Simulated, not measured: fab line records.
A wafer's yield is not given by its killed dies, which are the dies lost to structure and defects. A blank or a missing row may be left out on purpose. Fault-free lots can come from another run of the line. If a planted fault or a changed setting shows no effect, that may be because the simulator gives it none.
Struck lot and sound lot, side by side    flow sfq-line    37 out of 325 route steps
Sound: wafers L606.1, L606.5, L606.6. Wafers struck: L614.1, L614.4. Last of all comes the cause.
At each step with rows: each side's tool, then ch and its chambers, then its first start. Under that, the readings that differ: sound wafers    struck wafers    difference of the means    sigmas: that difference in standard deviations of wafers without a fault.
alike: readings whose means differ by less than 2 such deviations, and words and numbers that are the same on both sides. not compared: withheld readings, readings that some wafer has no value for, bounds like >300 that may hide the same value, and numbers for which the record gives no deviation and whose values overlap.
Wherever a step has rows on one side only, a row that says differs or no value, or a row with sigmas, the two part there. When numbers do not overlap yet have no deviation, they are printed without sigmas and do not part them. A reading that every wafer of one side lacks parts them only if that side has two wafers or more.

SFQ_R5_THK_MEAS_934: measures by xrf.
  sound: film-metro-02 at day 62 03:08; struck: film-metro-02 at day 64 16:40
  alike: R5_MONX_THK
then, 6 steps without rows for these wafers: SFQ_TRILAYER_R5_LITHO_COAT_141 (resist thk 62 nm); SFQ_TRILAYER_R5_LITHO_COAT_136 (resist thk 600 nm); SFQ_TRILAYER_R5_LITHO_SOFTBAKE_140; SFQ_TRILAYER_R5_LITHO_EXPOSE_137 (exposes mask R5, target cd 500 nm); SFQ_TRILAYER_R5_LITHO_PEB_139 (peb time 60 s); SFQ_TRILAYER_R5_LITHO_DEVELOP_138 (time 60 s).
-- the record jumps here: 4 days lie between the struck wafers' starts before and after --
SFQ_R5_OVL_MEAS_935:
  sound: overlay-02 at day 62 06:14; struck: overlay-02 at day 69 02:16
  alike: R5_OVL
SFQ_TRILAYER_R5_BARC_OPEN_METAL_ETCH_177: etches BARC in O2, target depth 125 nm, time 41.7 s.
  sound on rie-metal-04 ch 0, day 62 06:16; struck on rie-metal-04 ch 0,1, day 69 02:19
  alike: drypump-motor-current-A, oes-product-au
  not compared: rf-hours-counter-h
SFQ_TRILAYER_R5_ETCH_METAL_ETCH_139: etches the open film in Cl2, stops on SiO2, target depth 60 nm, time 40 s.
  sound on rie-metal-04 ch 0, day 62 06:23; struck on rie-metal-04 ch 0,1, day 69 02:22
  alike: drypump-motor-current-A, oes-product-au
  not compared: rf-hours-counter-h
SFQ_TRILAYER_R5_STRIP_STRIP_140: strips in O2.
  sound on rie-metal-04 ch 0, day 62 06:30; struck on rie-metal-04 ch 0,1, day 69 02:26
  alike: drypump-motor-current-A, oes-product-au
  not compared: rf-hours-counter-h
then, 1 step without rows for these wafers: SFQ_TRILAYER_R5_STRIP_SOLV_CLEAN_141 (cleans in NMP, time 600 s).
SFQ_TRILAYER_A5C_DEP_PECVD_142: deposits SiO2 from SiH4/N2O, time 15.556 s, target thk 70 nm.
  sound on pecvd-01 ch 0,2, day 62 07:53; struck on pecvd-01 ch 1,2, day 69 03:12
reading                                               sound              struck       difference  sigmas
model.SiO2_of_TRILAYER_A5C_DEP_PECVD_142.thk-nm (nm)  69.52 70.42 70.41  77.06 77.79  +7.31       
  alike: heater-power-w, throttle-valve-pct
then, 6 steps without rows for these wafers: SFQ_TRILAYER_I5_LITHO_COAT_149 (resist thk 62 nm); SFQ_TRILAYER_I5_LITHO_COAT_144 (resist thk 650 nm); SFQ_TRILAYER_I5_LITHO_SOFTBAKE_148; SFQ_TRILAYER_I5_LITHO_EXPOSE_145 (exposes mask I5, target cd 700 nm); SFQ_TRILAYER_I5_LITHO_PEB_147 (peb time 60 s); SFQ_TRILAYER_I5_LITHO_DEVELOP_146 (time 60 s).
-- the record jumps here: 4 days lie between the struck wafers' starts before and after --
SFQ_I5_OVL_MEAS_936:
  sound: overlay-01 at day 67 07:31; struck: overlay-02 at day 73 06:23
  alike: I5_OVL
then, 10 steps without rows for these wafers: SFQ_TRILAYER_I5_BARC_OPEN_VIA_ETCH_200 (etches BARC in O2, target depth 125 nm, time 41.7 s); SFQ_TRILAYER_I5_ETCH_VIA_ETCH_147 (etches the open film in CHF3, stops on Nb, target depth 360 nm); SFQ_TRILAYER_I5_STRIP_STRIP_148 (strips in O2); SFQ_TRILAYER_I5_STRIP_SOLV_CLEAN_149 (cleans in NMP, time 600 s); SFQ_TRILAYER_C5_LITHO_COAT_156 (resist thk 62 nm); SFQ_TRILAYER_C5_LITHO_COAT_151 (resist thk 650 nm); SFQ_TRILAYER_C5_LITHO_SOFTBAKE_155; SFQ_TRILAYER_C5_LITHO_EXPOSE_152 (exposes mask C5, target cd 500 nm); SFQ_TRILAYER_C5_LITHO_PEB_154 (peb time 60 s); SFQ_TRILAYER_C5_LITHO_DEVELOP_153 (time 60 s).
SFQ_C5_OVL_MEAS_937:
  sound: overlay-01 at day 70 16:11; struck: overlay-01 at day 73 09:42
  alike: C5_OVL
then, 1 step without rows for these wafers: SFQ_TRILAYER_C5_BARC_OPEN_VIA_ETCH_210 (etches BARC in O2, target depth 125 nm, time 41.7 s).
SFQ_TRILAYER_C5_ETCH_VIA_ETCH_154: etches SiO2 in CHF3, stops on Nb, target depth 84 nm.
  sound on rie-diel-01 ch 0,3, day 70 16:16; struck on rie-diel-01 ch 1,2, day 73 09:47
reading                         sound              struck       difference  sigmas
oes-product-au (a.u.)           0.886 0.903 0.906  0.944 0.950  +0.049      +5
model.etch.depth-nm (nm)        69.52 70.42 70.41  77.06 77.79  +7.31       
model.C5.feature-depth-nm (nm)  69.52 70.42 70.41  77.06 77.79  +7.31       
  alike: drypump-motor-current-A
SFQ_TRILAYER_C5_STRIP_STRIP_155: strips in O2.
  sound on rie-metal-01 ch 0,1, day 70 16:19; struck on rie-metal-01 ch 0,1, day 73 09:50
  alike: drypump-motor-current-A, oes-product-au
  not compared: rf-hours-counter-h
then, 1 step without rows for these wafers: SFQ_TRILAYER_C5_STRIP_SOLV_CLEAN_156 (cleans in NMP, time 600 s).
SFQ_TRILAYER_M6_DEP_PRE_CLEAN_158: time 22.5 s.
  sound: pvd-sputter-06 at day 70 17:05; struck: pvd-sputter-06 at day 73 10:36
reading                                               sound              struck       difference  sigmas
model.SiO2_of_TRILAYER_A5C_DEP_PECVD_142.thk-nm (nm)  62.02 62.92 62.91  69.56 70.29  +7.31       
SFQ_TRILAYER_M6_DEP_SPUTTER_157: material Nb, target thk 200 nm, time 133.3 s.
  sound: pvd-sputter-06 at day 70 17:07; struck: pvd-sputter-06 at day 73 10:38
  alike: throttle-valve-pct

WHERE THEY PART
At SFQ_TRILAYER_C5_ETCH_VIA_ETCH_154 and nowhere else, as far as this record goes. Later steps at which nothing parts them and some readings are alike: SFQ_TRILAYER_C5_STRIP_STRIP_155, SFQ_TRILAYER_M6_DEP_SPUTTER_157.

WHY: what had been put in by the simulator
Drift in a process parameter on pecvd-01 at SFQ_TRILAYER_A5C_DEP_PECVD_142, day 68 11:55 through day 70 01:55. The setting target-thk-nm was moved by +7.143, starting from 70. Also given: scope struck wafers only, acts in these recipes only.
